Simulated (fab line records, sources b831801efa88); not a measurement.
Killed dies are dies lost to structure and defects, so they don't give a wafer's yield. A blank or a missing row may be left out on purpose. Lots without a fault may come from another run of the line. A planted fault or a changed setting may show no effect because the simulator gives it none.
Which tool did it? | flow gf180mcu | 12 lots, 36 wafers sampled, at 4 steps of a route of 602

WHAT THE GAUGES READ, wafer by wafer
GF_M5_OVL_MEAS_08.
lot  | measured     | on         | M5_OVL (nm)
L075 | day 26 13:50 | overlay-01 | -2 -10 -2
L076 | day 27 05:16 | overlay-02 | -2 -3 -4
L079 | day 27 18:26 | overlay-01 | -1 -3 -4
L081 | day 28 16:04 | overlay-01 | -15 -10 -11
L083 | day 29 01:29 | overlay-01 | -5 -12 -10
L085 | day 29 19:04 | overlay-02 | -8 -8 -3
L087 | day 30 06:01 | overlay-02 | -9 -8 -13
L089 | day 30 17:40 | overlay-02 | -7 -7 -5
L091 | day 31 11:35 | overlay-02 | -4 -9 -8
L093 | day 31 19:01 | overlay-01 | -1 2 -1
L095 | day 32 12:32 | overlay-02 | -3 -7 -9
L097 | day 32 22:04 | overlay-02 | -1 -8 -5

WHICH TOOL RAN EACH LOT (tool, then ch and the chambers of the sampled wafers, then the start)
lot  | GF_V1_SPUTTER_21             | GF_V1_SPUTTER_22             | GF_V4_STRIP_18
L075 | pvd_sputter-01, day 18 12:29 | pvd_sputter-01, day 18 12:32 | plasma_asher-01 ch 0,1, day 24 17:25
L076 | pvd_sputter-01, day 19 05:35 | pvd_sputter-01, day 19 05:38 | plasma_asher-01 ch 0,1, day 25 08:35
L079 | pvd_sputter-01, day 19 20:58 | pvd_sputter-01, day 19 21:02 | plasma_asher-02 ch 0,1, day 25 21:59
L081 | pvd_sputter-04, day 20 22:36 | pvd_sputter-04, day 20 22:40 | plasma_asher-01 ch 0,1, day 26 21:37
L083 | pvd_sputter-03, day 21 10:42 | pvd_sputter-03, day 21 10:46 | plasma_asher-04 ch 0,1, day 27 07:23
L085 | pvd_sputter-03, day 22 07:01 | pvd_sputter-03, day 22 07:05 | plasma_asher-04 ch 0,1, day 28 02:29
L087 | pvd_sputter-03, day 22 22:28 | pvd_sputter-03, day 22 22:32 | plasma_asher-02 ch 0,1, day 28 13:41
L089 | pvd_sputter-01, day 23 13:31 | pvd_sputter-01, day 23 13:34 | plasma_asher-04 ch 0,1, day 29 03:20
L091 | pvd_sputter-03, day 24 08:16 | pvd_sputter-03, day 24 08:19 | plasma_asher-04 ch 0,1, day 29 21:29
L093 | pvd_sputter-03, day 24 19:32 | pvd_sputter-03, day 24 19:36 | plasma_asher-01 ch 0,1, day 30 05:52
L095 | pvd_sputter-01, day 25 17:14 | pvd_sputter-01, day 25 17:17 | plasma_asher-01 ch 0,1, day 31 00:25
L097 | pvd_sputter-01, day 26 05:01 | pvd_sputter-01, day 26 05:04 | plasma_asher-02 ch 0,1, day 31 10:40
- GF_V1_SPUTTER_21: material Ti, target thk 15 nm, time 80.02 s.
- GF_V1_SPUTTER_22: material TiN, target thk 10 nm, time 40 s.
- GF_V4_STRIP_18: strips in O2/N2.

THE ANSWER, worked out from the rows above alone
Rule: what is usual is taken from the lots themselves. Put in order of their means at a reading, lots are off if they are a third of the lots or fewer, leave a main group of 4 or more, and stand apart from it by a gap of 3 or more times the standard deviation of the main group's means; of several such gaps the widest counts. A main group whose means are all the same, to the digits that the tables above print for the reading, isn't used. A lot without any number at a reading at which 4 lots or more have one is off too. The other lots that the step has rows for count as sound.
No lot is off at any reading shown: from this, nothing can be told.

WHAT THE SIMULATOR HAD PUT IN
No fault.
